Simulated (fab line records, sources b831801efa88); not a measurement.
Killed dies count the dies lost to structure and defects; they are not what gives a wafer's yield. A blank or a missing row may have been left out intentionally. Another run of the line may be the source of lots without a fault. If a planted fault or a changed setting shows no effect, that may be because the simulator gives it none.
Matching of chambers ; flow gf180mcu ; GF_CONTACT_ETCH_17 on rie diel-03 has 4 sister chambers
The step etches SiO2 in C4F8/O2/Ar, stops on CoSi2, target depth 860 nm. 4 wafers are shown with their chamber, then 8 later ones without.

== WAFERS WITH THEIR CHAMBER ==
wafer;chamber;oes product au (a.u.)
L696.1;3;0.827
L710.4;2;0.814
L710.5;0;0.810
L711.2;1;0.809

== WAFERS WHOSE CHAMBER IS MISSING ==
wafer;oes product au (a.u.)
L711.4;0.817
L711.6;0.818
L712.4;0.818
L712.5;0.814
L712.6;0.813
L713.1;0.819
L713.3;0.819
L713.5;0.812

== CHAMBER TAKEN BY EACH ==
wafer;from the rows above;in truth
L711.4;can't be placed: 2 or 0 or 1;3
L711.6;can't be placed: 2 or 0 or 1 or 3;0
L712.4;can't be placed: 2 or 0 or 1 or 3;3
L712.5;can't be placed: 2 or 0 or 1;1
L712.6;can't be placed: 2 or 0 or 1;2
L713.1;can't be placed: 2 or 3 or 0 or 1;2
L713.3;can't be placed: 2 or 3 or 0 or 1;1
L713.5;can't be placed: 2 or 0 or 1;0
0 of 8 placed correctly. From these rows, 8 cannot be placed; in 7 the true chamber is one of the candidates. 0 placed wrongly.
How it was worked out, from the rows above alone: a wafer's distance from a chamber is the root of the sum, over the readings, of the square of ((its reading less the chamber's mean) divided by the reading's scatter). If the next closest chamber is less than 2 further off than the closest, the wafer can't be placed; otherwise it belongs to the closest. The mean given for a chamber averages the wafers shown for that chamber. The scatter (one wafer shown for each chamber): square how far every hidden wafer sits from the nearest shown wafer, average those squares and take the square root.
